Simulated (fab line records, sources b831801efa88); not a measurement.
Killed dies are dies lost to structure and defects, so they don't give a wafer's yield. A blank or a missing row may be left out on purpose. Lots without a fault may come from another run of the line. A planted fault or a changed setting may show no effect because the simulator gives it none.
Chamber matching | flow gf180mcu | GF_STI_CMP_25 on cmp-02: 4 sister chambers
The step polishes, stops on Si3N4, t overpolish 33 s, target thk 524.6 nm. 8 wafers are shown with their chamber, then 7 later ones without.

WAFERS WITH THEIR CHAMBER
wafer  | chamber | motor_current_A (A) | time_to_endpoint_s (s)
L619.1 | 0       | 10.8                | 124
L622.3 | 2       | 10.3                | 125
L622.4 | 1       | 14.0                | 122
L625.2 | 1       | 14.6                | 119
L625.3 | 3       | 12.0                | 117
L625.5 | 0       | 11.3                | 123
L630.1 | 3       | 12.9                | 121
L630.4 | 2       | 10.5                | 124

WAFERS WITHOUT THEIR CHAMBER
wafer  | motor_current_A (A) | time_to_endpoint_s (s)
L630.6 | 10.0                | 121
L631.4 | 9.9                 | 124
L631.5 | 12.1                | 116
L631.6 | 10.6                | 125
L633.1 | 13.5                | 125
L633.3 | 10.7                | 120
L633.6 | 12.0                | 119

WHICH CHAMBER EACH WENT THROUGH
wafer  | from the rows above     | in truth
L630.6 | can't be placed: 2 or 0 | 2
L631.4 | can't be placed: 2 or 0 | 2
L631.5 | 3                       | 3
L631.6 | can't be placed: 2 or 0 | 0
L633.1 | can't be placed: 1 or 3 | 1
L633.3 | can't be placed: 0 or 2 | 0
L633.6 | 3                       | 3
Placed correctly: 2 of 7. Can't be placed from these rows: 5 (the true chamber is among the candidates in 5). Placed wrongly: 0.
How it was worked out, from the rows above alone: a wafer's distance from a chamber is the root of the sum, over the readings, of the square of ((its reading less the chamber's mean) divided by the reading's scatter). The wafer belongs to the nearest chamber; if the next one is less than 2 further off, it can't be placed. A chamber's mean is the mean of its shown wafers. The scatter: the root of (the sum of the squares of (reading less its chamber's mean) over the shown wafers, divided by (wafers less chambers)).
